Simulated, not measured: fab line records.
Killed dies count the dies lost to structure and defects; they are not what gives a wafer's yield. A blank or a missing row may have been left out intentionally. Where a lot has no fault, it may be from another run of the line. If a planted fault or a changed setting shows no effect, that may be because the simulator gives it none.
What tool caused it? :: flow sky130 :: 10 lots, 30 wafers sampled, at 6 steps of a route of 708

## WHAT THE GAUGES READ, wafer by wafer
SKY_METAL4_OVL_MEAS_14.
lot: L479
measured: day 41 17:15
on: overlay-01
METAL4_OVL (nm): -8 -12 -15

lot: L480
measured: day 41 17:37
on: overlay-02
METAL4_OVL (nm): -3 -3 -3

lot: L481
measured: day 42 11:19
on: overlay-01
METAL4_OVL (nm): -8 -9 -10

lot: L488
measured: day 44 18:14
on: overlay-01
METAL4_OVL (nm): -13 -8 -2

lot: L493
measured: day 45 19:33
on: overlay-01
METAL4_OVL (nm): 0 -7 -1

lot: L494
measured: day 46 01:15
on: overlay-02
METAL4_OVL (nm): -8 -2 2

lot: L495
measured: day 46 07:43
on: overlay-02
METAL4_OVL (nm): -3 -7 -6

lot: L500
measured: day 47 01:23
on: overlay-01
METAL4_OVL (nm): -6 -3 -8

lot: L501
measured: day 47 12:19
on: overlay-02
METAL4_OVL (nm): -3 -12 -4

lot: L502
measured: day 47 23:43
on: overlay-02
METAL4_OVL (nm): -4 -4 -10

SKY_METAL5_RS_MEAS_05: measurement is done with a four-point probe.
lot: L479
measured: day 42 19:03
on: film_metro-03
METAL5_ALCU_RS (ohm/sq): 0.0267 0.02694 0.02665

lot: L480
measured: day 42 19:28
on: film_metro-01
METAL5_ALCU_RS (ohm/sq): 0.02676 0.02652 0.02687

lot: L481
measured: day 43 12:56
on: film_metro-01
METAL5_ALCU_RS (ohm/sq): 0.02646 0.02702 0.02657

lot: L488
measured: day 45 18:16
on: film_metro-01
METAL5_ALCU_RS (ohm/sq): 0.02743 0.01709 0.01716

lot: L493
measured: day 46 19:33
on: film_metro-03
METAL5_ALCU_RS (ohm/sq): 0.02711 0.02694 0.02676

lot: L494
measured: day 47 01:38
on: film_metro-01
METAL5_ALCU_RS (ohm/sq): 0.0275 0.02717 0.02729

lot: L495
measured: day 47 06:16
on: film_metro-02
METAL5_ALCU_RS (ohm/sq): 0.02686 0.02658 0.02655

lot: L500
measured: day 48 00:31
on: film_metro-03
METAL5_ALCU_RS (ohm/sq): 0.02765 0.02724 0.02731

lot: L501
measured: day 48 10:14
on: film_metro-03
METAL5_ALCU_RS (ohm/sq): 0.0266 0.02684 0.02714

lot: L502
measured: day 48 21:49
on: film_metro-01
METAL5_ALCU_RS (ohm/sq): 0.02683 0.02682 0.02679

SKY_METAL5_THK_MEAS_06: measures by xrf.
lot: L479
measured: day 42 19:10
on: film_metro-03
METAL5_ALCU_THK (nm): 1172 1166 1175

lot: L480
measured: day 42 19:34
on: film_metro-01
METAL5_ALCU_THK (nm): 1163 1169 1155

lot: L481
measured: day 43 13:02
on: film_metro-01
METAL5_ALCU_THK (nm): 1167 1150 1167

lot: L488
measured: day 45 18:23
on: film_metro-01
METAL5_ALCU_THK (nm): 1123 1799 1786

lot: L493
measured: day 46 19:39
on: film_metro-03
METAL5_ALCU_THK (nm): 1150 1164 1167

lot: L494
measured: day 47 01:45
on: film_metro-01
METAL5_ALCU_THK (nm): 1129 1140 1126

lot: L495
measured: day 47 06:22
on: film_metro-02
METAL5_ALCU_THK (nm): 1153 1165 1161

lot: L500
measured: day 48 00:38
on: film_metro-03
METAL5_ALCU_THK (nm): 1126 1150 1145

lot: L501
measured: day 48 10:21
on: film_metro-03
METAL5_ALCU_THK (nm): 1175 1159 1159

lot: L502
measured: day 48 21:56
on: film_metro-01
METAL5_ALCU_THK (nm): 1157 1151 1154

## WHICH TOOL RAN EACH LOT (tool, then ch and the chambers of the sampled wafers, then the start)
lot: L479
SKY_VIA4_CMP_02: cmp-01 ch 0,1,3, day 41 18:30
SKY_VIA4_SPUTTER_17: pvd_sputter-04, day 42 18:10
SKY_METAL5_SPUTTER_02: pvd_sputter-04, day 42 18:55

lot: L480
SKY_VIA4_CMP_02: cmp-02 ch 0,3, day 41 19:01
SKY_VIA4_SPUTTER_17: pvd_sputter-03, day 42 18:33
SKY_METAL5_SPUTTER_02: pvd_sputter-01, day 42 19:17

lot: L481
SKY_VIA4_CMP_02: cmp-01 ch 0,1, day 42 12:40
SKY_VIA4_SPUTTER_17: pvd_sputter-04, day 43 12:02
SKY_METAL5_SPUTTER_02: pvd_sputter-04, day 43 12:47

lot: L488
SKY_VIA4_CMP_02: cmp-01 ch 1,2,3, day 44 19:26
SKY_VIA4_SPUTTER_17: pvd_sputter-02, day 45 17:23
SKY_METAL5_SPUTTER_02: pvd_sputter-02, day 45 18:08

lot: L493
SKY_VIA4_CMP_02: cmp-01 ch 0,1,2, day 45 20:50
SKY_VIA4_SPUTTER_17: pvd_sputter-03, day 46 18:24
SKY_METAL5_SPUTTER_02: pvd_sputter-01, day 46 19:23

lot: L494
SKY_VIA4_CMP_02: cmp-01 ch 0,2,3, day 46 02:31
SKY_VIA4_SPUTTER_17: pvd_sputter-04, day 47 00:17
SKY_METAL5_SPUTTER_02: pvd_sputter-01, day 47 01:31

lot: L495
SKY_VIA4_CMP_02: cmp-01 ch 1,2, day 46 08:55
SKY_VIA4_SPUTTER_17: pvd_sputter-04, day 47 05:23
SKY_METAL5_SPUTTER_02: pvd_sputter-04, day 47 06:07

lot: L500
SKY_VIA4_CMP_02: cmp-02 ch 0,2,3, day 47 02:58
SKY_VIA4_SPUTTER_17: pvd_sputter-03, day 47 23:28
SKY_METAL5_SPUTTER_02: pvd_sputter-01, day 48 00:23

lot: L501
SKY_VIA4_CMP_02: cmp-02 ch 1,2, day 47 13:33
SKY_VIA4_SPUTTER_17: pvd_sputter-03, day 48 09:22
SKY_METAL5_SPUTTER_02: pvd_sputter-04, day 48 10:07

lot: L502
SKY_VIA4_CMP_02: cmp-02 ch 0,1,3, day 48 00:56
SKY_VIA4_SPUTTER_17: pvd_sputter-02, day 48 20:56
SKY_METAL5_SPUTTER_02: pvd_sputter-01, day 48 21:41
- SKY_VIA4_CMP_02: polishes SiO2.
- SKY_VIA4_SPUTTER_17: material TiN, target thk 20 nm, time 80 s.
- SKY_METAL5_SPUTTER_02: material AlCu, target thk 1150 nm, time 61.2 s.

## WHAT THE TOOLS THEMSELVES READ (means of the sampled wafers that have a number; where no wafer has one, the mark that the record gives instead)
SKY_VIA4_CMP_02.
lot: L479
tool: cmp-01
motor_current_A (A): 12.9
retaining_ring_pressure_frac: 0.998

lot: L480
tool: cmp-02
motor_current_A (A): 13.7
retaining_ring_pressure_frac: 1.002

lot: L481
tool: cmp-01
motor_current_A (A): 12.9
retaining_ring_pressure_frac: 1.000

lot: L488
tool: cmp-01
motor_current_A (A): 12.0
retaining_ring_pressure_frac: 1.000

lot: L493
tool: cmp-01
motor_current_A (A): 13.5
retaining_ring_pressure_frac: 1.004

lot: L494
tool: cmp-01
motor_current_A (A): 13.0
retaining_ring_pressure_frac: 0.996

lot: L495
tool: cmp-01
motor_current_A (A): 12.2
retaining_ring_pressure_frac: 1.001

lot: L500
tool: cmp-02
motor_current_A (A): 12.4
retaining_ring_pressure_frac: 0.995

lot: L501
tool: cmp-02
motor_current_A (A): 11.7
retaining_ring_pressure_frac: 0.998

lot: L502
tool: cmp-02
motor_current_A (A): 13.4
retaining_ring_pressure_frac: 1.000

SKY_VIA4_SPUTTER_17.
lot: L479
tool: pvd_sputter-04
cathode_dc_power_W (W): 3999.7
throttle_valve_pct (%): 29.2

lot: L480
tool: pvd_sputter-03
cathode_dc_power_W (W): 4000.1
throttle_valve_pct (%): 30.8

lot: L481
tool: pvd_sputter-04
cathode_dc_power_W (W): 4000.0
throttle_valve_pct (%): 29.8

lot: L488
tool: pvd_sputter-02
cathode_dc_power_W (W): 4000.7
throttle_valve_pct (%): 30.9

lot: L493
tool: pvd_sputter-03
cathode_dc_power_W (W): 3998.9
throttle_valve_pct (%): 30.8

lot: L494
tool: pvd_sputter-04
cathode_dc_power_W (W): 3999.9
throttle_valve_pct (%): 29.7

lot: L495
tool: pvd_sputter-04
cathode_dc_power_W (W): 3999.8
throttle_valve_pct (%): 29.7

lot: L500
tool: pvd_sputter-03
cathode_dc_power_W (W): 3999.3
throttle_valve_pct (%): 30.7

lot: L501
tool: pvd_sputter-03
cathode_dc_power_W (W): 4000.1
throttle_valve_pct (%): 31.2

lot: L502
tool: pvd_sputter-02
cathode_dc_power_W (W): 3999.9
throttle_valve_pct (%): 30.0

SKY_METAL5_SPUTTER_02.
lot: L479
tool: pvd_sputter-04
cathode_dc_power_W (W): 10601
throttle_valve_pct (%): 29.6

lot: L480
tool: pvd_sputter-01
cathode_dc_power_W (W): 10600
throttle_valve_pct (%): 30.8

lot: L481
tool: pvd_sputter-04
cathode_dc_power_W (W): 10602
throttle_valve_pct (%): 29.1

lot: L488
tool: pvd_sputter-02
cathode_dc_power_W (W): 10598
throttle_valve_pct (%): 30.0

lot: L493
tool: pvd_sputter-01
cathode_dc_power_W (W): 10601
throttle_valve_pct (%): 31.8

lot: L494
tool: pvd_sputter-01
cathode_dc_power_W (W): 10600
throttle_valve_pct (%): 30.1

lot: L495
tool: pvd_sputter-04
cathode_dc_power_W (W): 10600
throttle_valve_pct (%): 29.8

lot: L500
tool: pvd_sputter-01
cathode_dc_power_W (W): 10601
throttle_valve_pct (%): 30.8

lot: L501
tool: pvd_sputter-04
cathode_dc_power_W (W): 10600
throttle_valve_pct (%): 29.7

lot: L502
tool: pvd_sputter-01
cathode_dc_power_W (W): 10599
throttle_valve_pct (%): 30.6

## THE ANSWER, worked out from the rows above alone
Rule: the lots themselves supply what counts as usual. The widest of any qualifying gaps counts: lots, ordered by their means at a reading, are off when they make up no more than a third of the lots, leave a main group of 4 or more, and stand apart from it by 3 or more times the standard deviation of that group's means. A main group is skipped when, at the precision printed for the reading in the tables above, its means are all equal. A lot without any number at a reading at which 4 lots or more have one is off too. Where the step has rows for the other lots, those lots are counted as sound. First the gauges in route order, then the tools' own readings, where a lot's mean is used as printed above. At the first step where some lot is off, the reading lying furthest off is the one used; lots without a number count as furthest.
Off: L488, at SKY_METAL5_RS_MEAS_05 (METAL5_ALCU_RS). Main group: mean 0.02691 ohm/sq, sd 0.00026.
A tool fits if, at a process step before that reading, it ran every lot that is off, and no sound lot after the first of them. The gauges at SKY_METAL5_RS_MEAS_05 are tried like those tools. One fits: SKY_METAL5_SPUTTER_02 on pvd_sputter-02. It ran no sound lot before its first lot that is off in this sample, so the start can't be narrowed down.

## WHAT WAS PUT IN BY THE SIMULATOR
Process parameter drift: pvd_sputter-02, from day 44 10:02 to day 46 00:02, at SKY_METAL5_SPUTTER_02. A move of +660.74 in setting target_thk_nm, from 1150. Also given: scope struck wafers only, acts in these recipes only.
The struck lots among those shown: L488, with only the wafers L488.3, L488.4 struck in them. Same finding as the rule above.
